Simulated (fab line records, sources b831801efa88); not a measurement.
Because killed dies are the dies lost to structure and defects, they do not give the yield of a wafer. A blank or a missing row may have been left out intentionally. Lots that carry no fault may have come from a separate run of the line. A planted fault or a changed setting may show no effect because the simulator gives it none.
Chamber matching :: flow sfq line :: SFQ_TRILAYER_I0_VIA_BARC_OPEN_VIA_ETCH_046 on rie diel-01: 4 sister chambers
The step etches BARC in O2, target depth 125 nm, time 41.7 s. 8 wafers are shown with their chamber, then 7 later ones without.

## WAFERS WITH THEIR CHAMBER
wafer: L558.1
chamber: 0
drypump motor current A (A): 6.3
oes product au (a.u.): 0.683

wafer: L560.2
chamber: 2
drypump motor current A (A): 5.9
oes product au (a.u.): 0.686

wafer: L561.3
chamber: 3
drypump motor current A (A): 6.1
oes product au (a.u.): 0.685

wafer: L561.4
chamber: 2
drypump motor current A (A): 5.9
oes product au (a.u.): 0.685

wafer: L563.4
chamber: 0
drypump motor current A (A): 6.3
oes product au (a.u.): 0.684

wafer: L563.5
chamber: 3
drypump motor current A (A): 6.1
oes product au (a.u.): 0.679

wafer: L569.3
chamber: 1
drypump motor current A (A): 6.0
oes product au (a.u.): 0.680

wafer: L569.4
chamber: 1
drypump motor current A (A): 6.1
oes product au (a.u.): 0.681

## WAFERS WITHOUT THEIR CHAMBER
wafer: L569.6
drypump motor current A (A): 6.1
oes product au (a.u.): 0.690

wafer: L575.3
drypump motor current A (A): 6.1
oes product au (a.u.): 0.682

wafer: L575.5
drypump motor current A (A): 5.9
oes product au (a.u.): 0.689

wafer: L575.6
drypump motor current A (A): 6.1
oes product au (a.u.): 0.681

wafer: L578.2
drypump motor current A (A): 5.9
oes product au (a.u.): 0.687

wafer: L578.3
drypump motor current A (A): 6.1
oes product au (a.u.): 0.677

wafer: L578.5
drypump motor current A (A): 5.9
oes product au (a.u.): 0.684

## WHICH CHAMBER EACH WENT THROUGH
wafer: L569.6
from the rows above: can't be placed: 3 or 1
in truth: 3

wafer: L575.3
from the rows above: can't be placed: 3 or 1
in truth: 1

wafer: L575.5
from the rows above: 2
in truth: 2

wafer: L575.6
from the rows above: can't be placed: 3 or 1
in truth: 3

wafer: L578.2
from the rows above: 2
in truth: 2

wafer: L578.3
from the rows above: can't be placed: 1 or 3
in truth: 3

wafer: L578.5
from the rows above: 2
in truth: 2
3 of 7 placed correctly. Can't be placed from these rows: 4 (the true chamber is among the candidates in 4). 0 placed wrongly.
How it was worked out, from the rows above alone: a wafer's distance from a chamber is the root of the sum, over the readings, of the square of ((its reading less the chamber's mean) divided by the reading's scatter). The wafer belongs to the nearest chamber; if the next one is less than 2 further off, it can't be placed. For every chamber, the mean is computed from those of its wafers that are shown. The scatter: take each reading less its chamber's mean, square it, sum over the shown wafers, divide by the number of wafers less the number of chambers, and take the root.
